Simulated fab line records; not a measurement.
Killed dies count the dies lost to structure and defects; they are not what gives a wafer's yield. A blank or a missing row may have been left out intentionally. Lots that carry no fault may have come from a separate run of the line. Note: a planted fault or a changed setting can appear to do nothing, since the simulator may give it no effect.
fab line records ; flow gf180mcu
record lots=12; wafers=36; lastDay=34
route steps=602 shown POLY_GATE@174 HV_LDD@204 V1@353 M3@426
lots that met no fault: from a run of the same line without faults
startH: hours from the record's opening day to when the first of the lot's shown wafers began ; waitH: hours since the lot's step before ; " identical to the entry in the row above ; L1.1+2: one row covering several wafers at once ; - no value present, or no start provided ; * or withheld: withheld ; < > ~ a bound
route shown NAME@n: NAME is a module with steps in the file, n the number in the route of the first one ; usual: the fault-free wafers' mean and standard deviation ; same: alike in all rows ; chamber/n: place in a boat ; sites: the reading at each site ; _std_site: the standard deviation of these ; _edge_site: outer sites' mean less inner sites' ; radiusMm: how far each site lies from the wafer's centre ; mask NAME#n: copy n ; behind: tool/chamber where the wafer was last shaped ; hold: cause of the lot's hold/its duration in hours/its outcome ; device: names the non-switching transistor (n, p or np) ; end of line: at the end of the route, the tests of the same wafers ; a step with no rows: only its recipe ; killed: at the first sort, the dies lost to defects and structure; wafer yield is something else ; map: a wafer's dies, marking killed ones x, the rest . and places with no die _
set.NAME: the run value of the setting; set.NAME@STEP: its run value at that earlier step ; model.NAME: the simulator's own value behind a step, which no gauge read
route steps across a sampled set of lots; one table per step, one row per wafer
services: when a tool's chamber went out of use (startH, in hours from the record's first day, below 0 if earlier), for how many hours, and the reason
## steps
# step GF_POLY_GATE_THK_MEAS_17
# recipe reads=SiO2_of_POLY_GATE_OXIDATION_16
# usual POLY_GATE_OXIDATION_THK=3.97/0.096
lot.wafer;tool;chamber;startH;waitH;POLY_GATE_OXIDATION_THK[nm]
L414.1;filmMetro-02;-;202.76;0.0;4.00
L414.3;filmMetro-02;-;202.76;0.0;4.07
L414.5;filmMetro-02;-;202.76;0.0;4.05
L415.2;filmMetro-02;-;205.88;0.0;4.02
L415.3;filmMetro-02;-;205.88;0.0;4.06
L415.5;filmMetro-02;-;205.88;0.0;4.05
L417.4;filmMetro-01;-;215.91;0.0;3.88
L417.5;filmMetro-01;-;215.91;0.0;3.88
L417.6;filmMetro-01;-;215.91;0.0;3.92
L419.4;filmMetro-03;-;231.46;0.0;4.01
L419.5;filmMetro-03;-;231.46;0.0;3.94
L419.6;filmMetro-03;-;231.46;0.0;4.03
L420.4;filmMetro-02;-;245.77;0.0;4.10
L420.5;filmMetro-02;-;245.77;0.0;4.02
L420.6;filmMetro-02;-;245.77;0.0;4.06
L421.1;filmMetro-03;-;254.54;0.0;4.05
L421.3;filmMetro-03;-;254.54;0.0;4.06
L421.5;filmMetro-03;-;254.54;0.0;4.12
L423.3;filmMetro-01;-;265.76;0.0;4.01
L423.4;filmMetro-01;-;265.76;0.0;3.92
L423.5;filmMetro-01;-;265.76;0.0;3.92
L426.1;filmMetro-02;-;287.54;0.0;4.17
L426.2;filmMetro-02;-;287.54;0.0;4.12
L426.5;filmMetro-02;-;287.54;0.0;4.21
L429.2;filmMetro-02;-;315.77;0.0;4.00
L429.4;filmMetro-02;-;315.77;0.0;3.98
L429.6;filmMetro-02;-;315.77;0.0;3.99
L431.4;filmMetro-02;-;324.32;0.0;3.99
L431.5;filmMetro-02;-;324.32;0.0;4.07
L431.6;filmMetro-02;-;324.32;0.0;4.07
L434.1;filmMetro-03;-;339.14;0.0;3.93
L434.4;filmMetro-03;-;339.14;0.0;3.85
L434.5;filmMetro-03;-;339.14;0.0;3.98
L437.1;filmMetro-02;-;361.64;0.0;4.06
L437.2;filmMetro-02;-;361.64;0.0;4.03
L437.5;filmMetro-02;-;361.64;0.0;4.14
# step GF_HV_LDD_EXPOSE_28
# recipe maskId=Nplus_HV_AREA; targetCdNm=400; na=0.6; sourceShape=conventional; sigmaOuter=0.6; doseMj=140
# usual exposureDoseMJCm2=140.02/0.13
lot.wafer;tool;chamber;startH;waitH;mask;exposureDoseMJCm2
L414.1;ilineStepper-01;0;249.67;-;Nplus_HV_AREA#0;139.94
L414.3;ilineStepper-01;0;249.67;-;Nplus_HV_AREA#0;140.02
L414.5;ilineStepper-01;0;249.67;-;Nplus_HV_AREA#0;140.15
L415.2;ilineStepper-02;0;251.58;-;Nplus_HV_AREA#0;140.01
L415.3;ilineStepper-02;0;251.58;-;Nplus_HV_AREA#0;139.99
L415.5;ilineStepper-02;0;251.58;-;Nplus_HV_AREA#0;140.01
L417.4;ilineStepper-02;0;262.84;-;Nplus_HV_AREA#0;140.20
L417.5;ilineStepper-02;0;262.84;-;Nplus_HV_AREA#0;140.18
L417.6;ilineStepper-02;0;262.84;-;Nplus_HV_AREA#0;140.46
L419.4;ilineStepper-01;0;280.16;-;Nplus_HV_AREA#0;139.99
L419.5;ilineStepper-01;0;280.16;-;Nplus_HV_AREA#0;139.94
L419.6;ilineStepper-01;0;280.16;-;Nplus_HV_AREA#0;139.92
L420.4;ilineStepper-02;0;295.05;-;Nplus_HV_AREA#0;139.97
L420.5;ilineStepper-02;0;295.05;-;Nplus_HV_AREA#0;140.00
L420.6;ilineStepper-02;0;295.05;-;Nplus_HV_AREA#0;140.03
L421.1;ilineStepper-01;0;304.61;-;Nplus_HV_AREA#0;139.99
L421.3;ilineStepper-01;0;304.61;-;Nplus_HV_AREA#0;139.75
L421.5;ilineStepper-01;0;304.61;-;Nplus_HV_AREA#0;140.11
L423.3;ilineStepper-02;0;316.17;-;Nplus_HV_AREA#0;140.13
L423.4;ilineStepper-02;0;316.17;-;Nplus_HV_AREA#0;139.98
L423.5;ilineStepper-02;0;316.17;-;Nplus_HV_AREA#0;139.96
L426.1;ilineStepper-02;0;338.83;-;Nplus_HV_AREA#0;112.19
L426.2;ilineStepper-02;0;338.83;-;Nplus_HV_AREA#0;112.23
L426.5;ilineStepper-02;0;338.83;-;Nplus_HV_AREA#0;112.28
L429.2;ilineStepper-02;0;369.56;-;Nplus_HV_AREA#0;111.98
L429.4;ilineStepper-02;0;369.56;-;Nplus_HV_AREA#0;112.18
L429.6;ilineStepper-02;0;369.56;-;Nplus_HV_AREA#0;112.04
L431.4;ilineStepper-01;0;381.17;-;Nplus_HV_AREA#0;140.03
L431.5;ilineStepper-01;0;381.17;-;Nplus_HV_AREA#0;140.20
L431.6;ilineStepper-01;0;381.17;-;Nplus_HV_AREA#0;140.16
L434.1;ilineStepper-01;0;395.91;-;Nplus_HV_AREA#0;139.94
L434.4;ilineStepper-01;0;395.91;-;Nplus_HV_AREA#0;139.90
L434.5;ilineStepper-01;0;395.91;-;Nplus_HV_AREA#0;139.88
L437.1;ilineStepper-01;0;419.59;-;Nplus_HV_AREA#0;139.80
L437.2;ilineStepper-01;0;419.59;-;Nplus_HV_AREA#0;139.77
L437.5;ilineStepper-01;0;419.59;-;Nplus_HV_AREA#0;139.86
# step GF_HV_LDD_CD_MEAS_31
# recipe targetCdNm=400
# usual cdNm=400.4/2
lot.wafer;tool;chamber;startH;waitH;cdNm
L414.1;cdSem-02;-;259.17;0.1;402.7
L414.3;cdSem-02;-;259.17;0.1;405.0
L414.5;cdSem-02;-;259.17;0.1;404.1
L415.2;cdSem-02;-;260.90;0.1;401.7
L415.3;cdSem-02;-;260.90;0.1;402.8
L415.5;cdSem-02;-;260.90;0.1;403.9
L417.4;cdSem-01;-;272.29;0.1;398.5
L417.5;cdSem-01;-;272.29;0.1;398.8
L417.6;cdSem-01;-;272.29;0.1;396.2
L419.4;cdSem-01;-;288.88;0.1;402.3
L419.5;cdSem-01;-;288.88;0.1;398.1
L419.6;cdSem-01;-;288.88;0.1;401.3
L420.4;cdSem-02;-;304.84;0.1;397.8
L420.5;cdSem-02;-;304.84;0.1;402.8
L420.6;cdSem-02;-;304.84;0.1;402.0
L421.1;cdSem-02;-;314.87;0.1;402.2
L421.3;cdSem-02;-;314.87;0.1;400.1
L421.5;cdSem-02;-;314.87;0.1;401.4
L423.3;cdSem-02;-;326.32;0.1;401.5
L423.4;cdSem-02;-;326.32;0.1;401.6
L423.5;cdSem-02;-;326.32;0.1;401.5
L426.1;cdSem-01;-;348.41;0.1;338.9
L426.2;cdSem-01;-;348.41;0.1;337.4
L426.5;cdSem-01;-;348.41;0.1;337.9
L429.2;cdSem-01;-;380.83;0.1;336.8
L429.4;cdSem-01;-;380.83;0.1;337.6
L429.6;cdSem-01;-;380.83;0.1;336.1
L431.4;cdSem-01;-;391.99;0.1;402.7
L431.5;cdSem-01;-;391.99;0.1;401.2
L431.6;cdSem-01;-;391.99;0.1;402.5
L434.1;cdSem-01;-;407.15;0.1;400.7
L434.4;cdSem-01;-;407.15;0.1;401.5
L434.5;cdSem-01;-;407.15;0.1;398.8
L437.1;cdSem-02;-;431.33;0.1;398.0
L437.2;cdSem-02;-;431.33;0.1;399.2
L437.5;cdSem-02;-;431.33;0.1;400.3
# step GF_V1_STRIP_18
# recipe chemistry=O2/N2; powerW=1400; pressureMtorr=1500; platenTempC=250; o2FlowSccm=3000; n2FlowSccm=300; overashFraction=0.5
# usual drypumpMotorCurrentA=6.05/0.25; heaterPowerW=334/23; oesProductAu=0.592/0.0045
lot.wafer;tool;chamber;startH;waitH;drypumpMotorCurrentA;heaterPowerW;oesProductAu;rfHoursCounterH
L414.1;plasmaAsher-02;1;420.11;-;6.10;344;0.581;79
L414.3;plasmaAsher-02;1;420.11;-;6.16;339;0.588;-
L414.5;plasmaAsher-02;1;420.11;-;6.16;336;0.595;-
L415.2;plasmaAsher-01;1;423.82;-;6.42;314;0.591;72
L415.3;plasmaAsher-01;0;423.82;-;5.78;335;0.591;-
L415.5;plasmaAsher-01;1;423.82;-;6.39;317;0.589;-
L417.4;plasmaAsher-01;1;432.89;-;6.38;320;0.597;-
L417.5;plasmaAsher-01;1;432.89;-;6.33;312;0.589;-
L417.6;plasmaAsher-01;0;432.89;-;5.77;340;0.601;-
L419.4;plasmaAsher-02;1;456.63;-;6.18;330;0.599;-
L419.5;plasmaAsher-02;0;456.63;-;6.03;331;0.591;-
L419.6;plasmaAsher-02;1;456.63;-;6.15;332;0.591;-
L420.4;plasmaAsher-02;1;473.74;-;6.14;333;0.602;-
L420.5;plasmaAsher-02;0;473.74;-;6.03;340;0.594;-
L420.6;plasmaAsher-02;1;473.74;-;6.14;330;0.586;-
L421.1;plasmaAsher-01;0;484.35;-;5.76;338;0.595;78
L421.3;plasmaAsher-01;1;484.35;-;6.40;311;0.594;-
L421.5;plasmaAsher-01;1;484.35;-;6.37;314;0.586;-
L423.3;plasmaAsher-01;1;495.69;-;6.38;319;0.598;-
L423.4;plasmaAsher-01;0;495.69;-;5.77;333;0.592;-
L423.5;plasmaAsher-01;1;495.69;-;6.42;317;0.594;-
L426.1;plasmaAsher-01;1;524.81;-;6.41;310;0.591;83
L426.2;plasmaAsher-01;0;524.81;-;5.76;334;0.592;83
L426.5;plasmaAsher-01;1;524.81;-;6.44;319;0.596;-
L429.2;plasmaAsher-01;1;552.85;-;6.45;323;0.592;86
L429.4;plasmaAsher-01;0;552.85;-;5.78;334;0.589;-
L429.6;plasmaAsher-01;0;552.85;-;5.77;338;0.589;-
L431.4;plasmaAsher-03;1;564.68;-;5.75;372;0.591;-
L431.5;plasmaAsher-03;0;564.68;-;6.23;308;0.585;-
L431.6;plasmaAsher-03;1;564.68;-;5.73;378;0.600;-
L434.1;plasmaAsher-02;1;580.31;-;6.13;327;0.595;15
L434.4;plasmaAsher-02;1;580.31;-;6.11;332;0.600;-
L434.5;plasmaAsher-02;1;580.31;-;6.12;335;0.597;-
L437.1;plasmaAsher-02;0;600.20;-;6.06;341;0.584;17
L437.2;plasmaAsher-02;1;600.20;-;6.11;327;0.593;17
L437.5;plasmaAsher-02;0;600.20;-;6.04;335;0.603;-
# step GF_M3_STRIP_17
# recipe chemistry=O2/N2; powerW=1400; pressureMtorr=1500; platenTempC=250; o2FlowSccm=3000; n2FlowSccm=300; overashFraction=0.5
# usual drypumpMotorCurrentA=6.03/0.26; heaterPowerW=330/18; oesProductAu=0.538/0.0052; stripTimeToEndpointS=7.38/0.063
lot.wafer;tool;chamber;startH;waitH;drypumpMotorCurrentA;heaterPowerW;oesProductAu;rfHoursCounterH;stripTimeToEndpointS
L414.1;plasmaAsher-01;1;496.61;0.1;6.39;324;0.534;80;7.48
L414.3;plasmaAsher-01;1;496.61;0.1;6.42;325;0.540;-;7.42
L414.5;plasmaAsher-01;1;496.61;0.1;6.38;319;0.533;-;7.40
L415.2;plasmaAsher-01;1;500.61;0.1;6.41;317;0.536;80;7.30
L415.3;plasmaAsher-01;1;500.61;0.1;6.38;319;0.539;-;7.30
L415.5;plasmaAsher-01;0;500.61;0.1;5.77;336;0.540;-;7.30
L417.4;plasmaAsher-01;0;510.52;0.1;5.81;324;0.537;-;7.44
L417.5;plasmaAsher-01;1;510.52;0.1;6.41;307;0.543;-;7.43
L417.6;plasmaAsher-01;0;510.52;0.1;5.78;340;0.535;-;7.43
L419.4;plasmaAsher-01;1;532.20;0.1;6.40;317;0.530;-;7.32
L419.5;plasmaAsher-01;1;532.20;0.1;6.43;315;0.530;-;7.31
L419.6;plasmaAsher-01;0;532.20;0.1;5.79;330;0.532;-;7.31
L420.4;plasmaAsher-01;1;548.80;0.1;6.35;321;0.540;-;7.39
L420.5;plasmaAsher-01;0;548.80;0.1;5.79;331;0.535;-;7.43
L420.6;plasmaAsher-01;1;548.80;0.1;6.35;321;0.532;-;7.28
L421.1;plasmaAsher-04;0;557.86;0.1;5.87;339;0.540;78;7.34
L421.3;plasmaAsher-04;0;557.86;0.1;5.86;334;0.532;-;7.34
L421.5;plasmaAsher-04;0;557.86;0.1;5.87;351;0.536;-;7.31
L423.3;plasmaAsher-04;0;569.09;0.1;5.86;333;0.541;-;7.43
L423.4;plasmaAsher-04;1;569.09;0.1;6.13;322;0.537;-;7.43
L423.5;plasmaAsher-04;1;569.09;0.1;6.12;320;0.540;-;7.47
L426.1;plasmaAsher-03;1;594.61;0.1;5.69;371;0.541;53;7.34
L426.2;plasmaAsher-03;0;594.61;0.1;6.24;303;0.535;53;7.47
L426.5;plasmaAsher-03;1;594.61;0.1;5.72;371;0.535;-;7.44
L429.2;plasmaAsher-01;1;620.06;0.1;6.42;323;0.539;92;7.46
L429.4;plasmaAsher-01;0;620.06;0.1;5.80;330;0.530;-;7.39
L429.6;plasmaAsher-01;0;620.06;0.1;5.77;337;0.542;-;7.45
L431.4;plasmaAsher-03;1;632.24;0.1;5.70;371;0.546;-;7.44
L431.5;plasmaAsher-03;1;632.24;0.1;5.71;364;0.540;-;7.43
L431.6;plasmaAsher-03;0;632.24;0.1;6.24;315;0.533;-;7.40
L434.1;plasmaAsher-01;1;646.71;0.1;6.38;328;0.531;95;7.37
L434.4;plasmaAsher-01;1;646.71;0.1;6.39;312;0.534;-;7.36
L434.5;plasmaAsher-01;1;646.71;0.1;6.38;322;0.543;-;7.37
L437.1;plasmaAsher-03;1;664.71;0.1;5.73;372;0.541;62;7.39
L437.2;plasmaAsher-03;0;664.71;0.1;6.23;308;0.542;62;7.40
L437.5;plasmaAsher-03;0;664.71;0.1;6.22;308;0.535;-;7.35
## services
tool;chamber;startH;hours;kind
plasmaAsher-03;-;280.59;2.9;repair
plasmaAsher-01;-;286.49;2.8;pm
plasmaAsher-02;-;313.35;2.8;pm
plasmaAsher-03;-;314.34;1.9;repair
plasmaAsher-01;-;314.38;1.7;repair
plasmaAsher-01;-;318.54;2.6;repair
ilineStepper-02;-;352.05;1.7;pm
plasmaAsher-01;-;362.50;14.6;pm
plasmaAsher-02;-;421.25;9.0;pm
ilineStepper-02;-;437.23;5.0;repair
plasmaAsher-01;-;449.31;2.9;repair
plasmaAsher-02;-;468.66;0.7;repair
plasmaAsher-02;-;509.73;1.9;repair
plasmaAsher-02;-;512.98;2.9;repair
ilineStepper-02;-;540.95;7.0;repair
plasmaAsher-02;-;550.72;3.0;repair
ilineStepper-02;-;561.89;0.6;repair
ilineStepper-02;-;570.21;2.1;pm
ilineStepper-02;-;572.29;1.7;pm
plasmaAsher-01;-;582.29;2.9;repair
ilineStepper-01;-;606.00;7.5;repair
plasmaAsher-02;-;620.57;14.6;pm
plasmaAsher-02;-;640.98;33.0;pm
ilineStepper-01;-;651.42;1.7;pm
## key
firstSign step=GF_HV_LDD_EXPOSE_28; reading=exposureDoseMJCm2; direction=down; sigmas=99+; usual=140.02; struck=112.15
effect step=GF_HV_LDD_CD_MEAS_31; reading=cdNm; direction=down; sigmas=32; usual=400.4; struck=337.5
metAt GF_HV_LDD_EXPOSE_28
struckLots L426,L429
testerLeftOut L426,L429
notActingAt GF_POLY_GATE_THK_MEAS_17,GF_V1_STRIP_18,GF_M3_STRIP_17
onsetBetween 316.17 338.83
fault kind=processParameterDrift; tool=ilineStepper-02; chamber=-; onsetH=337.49; steps=GF_HV_LDD_EXPOSE_28; channel=doseMj; offset=-27.762; shape=step; actsIn=theseRecipesOnly; stated=140
# testerLeftOut: of these lots the tester's yield and bins aren't shown, on N5 and GAA mostly nor the transistor test; their killed dies are dies lost to structure and defects alone, not to doping, threshold or leakage, so they don't give the yield
